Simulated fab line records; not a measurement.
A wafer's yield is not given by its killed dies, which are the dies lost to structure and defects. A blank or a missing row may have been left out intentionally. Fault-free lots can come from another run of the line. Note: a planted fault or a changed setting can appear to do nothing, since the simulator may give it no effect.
Which tool was responsible? | flow gf180mcu | route of 602 steps, sampled at 1 step: 12 lots, 35 wafers

## WHAT THE GAUGES SHOWED, per wafer
GF_V4_CD_MEAS_14 targets a cd of 260 nm.
lot  | measured     | on       | cdNm (nm)
L362 | day 25 04:09 | cdSem-01 | 260.0 259.3 259.4
L363 | day 25 18:31 | cdSem-02 | 259.8 259.7 260.0
L364 | day 25 19:32 | cdSem-02 | 258.4 257.6 259.1
L365 | day 26 08:53 | cdSem-01 | 257.7 258.1 258.8
L366 | day 26 19:10 | cdSem-02 | 259.4 260.3 259.6
L368 | day 27 01:37 | cdSem-02 | 261.7 260.6 261.2
L373 | day 28 19:14 | cdSem-02 | 259.5 260.2
L380 | day 30 11:53 | cdSem-01 | 260.7 261.8 260.2
L381 | day 30 17:19 | cdSem-02 | 260.2 260.3 260.5
L382 | day 31 02:18 | cdSem-02 | 261.9 261.7 261.2
L383 | day 31 04:48 | cdSem-02 | 259.0 259.2 260.6
L384 | day 31 10:04 | cdSem-02 | 258.6 258.3 259.3

## TOOL THAT RAN EACH LOT (tool first, then ch and the chambers of the sampled wafers, then the start)
The record shows no process step preceding these readings.

## WHAT THE TOOLS THEMSELVES READ (means of the sampled wafers that have a number; where no wafer has one, the mark that the record gives instead)
The record holds no such reading with a usual standard deviation.

## THE ANSWER, worked out from the rows above alone
Rule: the usual values come from the lots themselves. The widest of any qualifying gaps counts: lots, ordered by their means at a reading, are off when they make up no more than a third of the lots, leave a main group of 4 or more, and stand apart from it by 3 or more times the standard deviation of that group's means. Not used: any main group whose means are identical at the precision the tables above print for the reading. Also off: a lot with no number at a reading for which 4 or more lots have one. Any other lot the step has rows for is counted as sound. After the gauges, taken in route order, come the tools' own readings; for these a lot's mean is taken, as printed above. At the first step where some lot is off, the reading lying furthest off is the one used; lots without a number count as furthest.
Nothing can be told from this: no lot is off at any reading shown.

## WHAT THE SIMULATOR HAD PUT IN
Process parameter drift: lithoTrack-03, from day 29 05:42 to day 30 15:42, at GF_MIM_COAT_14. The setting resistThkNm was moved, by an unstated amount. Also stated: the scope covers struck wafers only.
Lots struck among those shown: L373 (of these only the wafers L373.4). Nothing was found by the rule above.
